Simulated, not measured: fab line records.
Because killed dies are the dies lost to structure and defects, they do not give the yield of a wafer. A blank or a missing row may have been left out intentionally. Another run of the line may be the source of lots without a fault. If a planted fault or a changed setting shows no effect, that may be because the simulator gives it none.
Matching of chambers + flow gf180mcu + GF_V2_ETCH_16 on rieDiel-04: 4 sister chambers
The step etches BARC in N2/H2. 20 wafers are shown with their chamber, then 10 later ones without.

## WAFERS WITH THEIR CHAMBER
| wafer  | chamber | drypumpMotorCurrentA (A) | oesProductAu (a.u.) | biasW (W) |
|--------|---------|--------------------------|---------------------|-----------|
| L076.2 | 3       | 5.6                      | 0.851               | 100.3     |
| L076.3 | 1       | 5.7                      | 0.854               | 99.7      |
| L076.5 | 0       | 6.3                      | 0.848               | 99.7      |
| L077.3 | 0       | 6.4                      | 0.853               | 100.0     |
| L077.4 | 3       | 5.6                      | 0.853               | 100.2     |
| L077.6 | 1       | 5.7                      | 0.854               | 99.9      |
| L078.1 | 2       | 5.7                      | 0.853               | 99.9      |
| L078.2 | 1       | 5.7                      | 0.859               | 100.1     |
| L078.6 | 3       | 5.6                      | 0.856               | 100.1     |
| L081.2 | 0       | 6.4                      | 0.847               | 100.0     |
| L081.4 | 3       | 5.6                      | 0.847               | 99.9      |
| L081.5 | 0       | 6.4                      | 0.857               | 100.3     |
| L082.3 | 3       | 5.6                      | 0.854               | 99.9      |
| L082.4 | 2       | 5.7                      | 0.843               | 100.3     |
| L082.5 | 0       | 6.3                      | 0.850               | 99.8      |
| L086.1 | 3       | 5.6                      | 0.853               | 100.0     |
| L086.2 | 0       | 6.4                      | 0.853               | 99.8      |
| L086.3 | 1       | 5.7                      | 0.852               | 100.4     |
| L091.1 | 1       | 5.7                      | 0.844               | 99.9      |
| L091.2 | 0       | 6.3                      | 0.863               | 99.8      |

SIGNATURES, as means of the wafers listed above
| reading              | chamber 0 | chamber 1 | chamber 2 | chamber 3 | scatter within a chamber |
|----------------------|-----------|-----------|-----------|-----------|--------------------------|
| drypumpMotorCurrentA | 6.357     | 5.700     | 5.700     | 5.600     | 0.0327                   |
| oesProductAu         | 0.85300   | 0.85260   | 0.84800   | 0.85233   | 0.00502                  |
| biasW                | 99.914    | 100.000   | 100.100   | 100.067   | 0.215                    |
Rule: for a wafer and a chamber, the distance is found by dividing, reading by reading, the gap between the wafer's reading and the chamber's mean by the reading's scatter, squaring, summing and taking the root. The wafer belongs to the nearest chamber; if the next one is less than 2 further off, it can't be placed. The scatter: take each reading less its chamber's mean, square it, sum over the shown wafers, divide by the number of wafers less the number of chambers, and take the root.

## WAFERS MISSING THEIR CHAMBER
| wafer  | drypumpMotorCurrentA (A) | oesProductAu (a.u.) | biasW (W) |
|--------|--------------------------|---------------------|-----------|
| L091.4 | 5.8                      | 0.849               | 99.8      |
| L092.2 | 5.7                      | 0.856               | 100.5     |
| L092.4 | 5.8                      | 0.857               | 99.6      |
| L092.5 | 5.8                      | 0.867               | 99.7      |
| L095.3 | 6.3                      | 0.852               | 99.7      |
| L095.4 | 5.7                      | 0.849               | 99.8      |
| L095.5 | 5.7                      | 0.847               | 99.9      |
| L096.2 | 5.7                      | 0.861               | 100.0     |
| L096.4 | 6.4                      | 0.851               | 100.3     |
| L096.6 | 5.7                      | 0.848               | 100.0     |

## WHICH CHAMBER EACH WENT THROUGH
| wafer  | from the rows above          | in truth |
|--------|------------------------------|----------|
| L091.4 | can't be placed: 1 or 2      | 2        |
| L092.2 | can't be placed: 1 or 2 or 3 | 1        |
| L092.4 | can't be placed: 1 or 2      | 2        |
| L092.5 | can't be placed: 1 or 2      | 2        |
| L095.3 | 0                            | 0        |
| L095.4 | can't be placed: 1 or 2      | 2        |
| L095.5 | can't be placed: 2 or 1      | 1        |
| L096.2 | can't be placed: 1 or 2 or 3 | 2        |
| L096.4 | 0                            | 0        |
| L096.6 | can't be placed: 2 or 1      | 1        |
Correctly placed: 2 of 10. From these rows, 8 cannot be placed; in 8 the true chamber is one of the candidates. Number placed wrongly: 0.
